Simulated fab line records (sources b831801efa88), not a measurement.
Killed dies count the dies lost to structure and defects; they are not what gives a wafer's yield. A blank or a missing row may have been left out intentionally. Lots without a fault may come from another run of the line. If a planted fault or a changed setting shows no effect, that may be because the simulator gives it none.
Problem report in the 8D (eight disciplines) form, filled by code | flow sky130 | the parts of the form that need people (team, actions taken, sign-off) are left out

== 1. WHAT IS WRONG ==
Wafers without a fault read 211.6 s, standard deviation 0.41; run-length-s at SKY_METAL3_METAL_ETCH_18 reads a mean of 190.8 s on 4 wafers belonging to 2 lots. That puts it -51 standard deviations away from the usual mean.
The step: etches the open film in Cl2/BCl3, stops on SiO2, target depth 845 nm, time 183.1 s.
The first sign was on wafer L314.2 at day 43 13:17, on rie-metal-02. The record has a number at this step for 30 wafers belonging to 10 lots. By rule, "out" or "out of limits" means more than 4 standard deviations away from the usual mean. All remaining wafers that have a number are taken as sound.

== 2. WHAT THIS IS AND IS NOT ==
question                    | is                             | is not
which readings at this step | run-length-s, oes-product-au   | drypump-motor-current-A, throttle-valve-pct
which lots                  | L314, L315                     | L297, L300, L301, L304, L305, L309, L313, L317
which wafers of those lots  | L314.2, L314.3, L314.4, L315.3 | L315.1, L315.5
read on which tools         | rie-metal-02                   | rie-metal-01, rie-metal-03
when                        | from day 43 13:17              | up to then (21 sound wafers); but 5 sound wafers of L315, L317 came after

== 3. THE SUSPECTS, EACH WITH WHAT RULES IT OUT ==
Counting: if a tool at a process step up to the reading ran every lot that is out, it stays a suspect. Sound lots after the first of them don't rule it out here, since some wafers of a struck lot are sound.
- rie-metal-02 at SKY_METAL3_METAL_ETCH_18 (etches the open film in Cl2/BCl3, stops on SiO2, target depth 845 nm, time 183.1 s): kept. Ran every lot that is out, first one L314 (day 43 13:17); last sound lot up to then L309 (day 42 03:01). Its own oes-product-au, run-length-s readings are out on those wafers.
The count leaves rie-metal-02 at SKY_METAL3_METAL_ETCH_18.

== 4. THE CAUSE (what the simulator had put in) ==
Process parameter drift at SKY_METAL3_METAL_ETCH_18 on rie-metal-02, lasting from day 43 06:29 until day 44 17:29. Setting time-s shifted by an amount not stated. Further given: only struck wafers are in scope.
The count eliminated every tool but this one.

== 5. THE EFFECT CHAIN, in route order ==
One row per reading whose mean, taken over the struck wafers that have a number, lies over 3 standard deviations from the usual. Readings are gone through only where the record gives a usual standard deviation; hours: the median, over the lots, of the time from a lot's start at the first step in this table giving one to that lot's start at this step; sigmas: the change measured in usual standard deviations.
hours | step                     | reading                  | usual      | on struck wafers | change | sigmas
0     | SKY_METAL3_METAL_ETCH_18 | oes-product-au           | 0.868 a.u. | 0.984            | +0.116 | +18
0     | SKY_METAL3_METAL_ETCH_18 | run-length-s             | 211.6 s    | 190.8            | -20.8  | -51
0     | SKY_METAL3_STRIP_19      | oes-product-au           | 0.498 a.u. | 0.526            | +0.028 | +4.0
0     | SKY_METAL3_STRIP_19      | strip-time-to-endpoint-s | 6.42 s     | 7.11             | +0.69  | +5.8
The process steps in it:
- SKY_METAL3_METAL_ETCH_18: etches the open film in Cl2/BCl3, stops on SiO2, target depth 845 nm, time 183.1 s.
- SKY_METAL3_STRIP_19: strips in O2/N2.

== 6. HOW IT WOULD HAVE BEEN CAUGHT EARLIER ==
In this record the first reading out of limits was taken at day 43 13:17, 7 hours after the fault began at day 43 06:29.
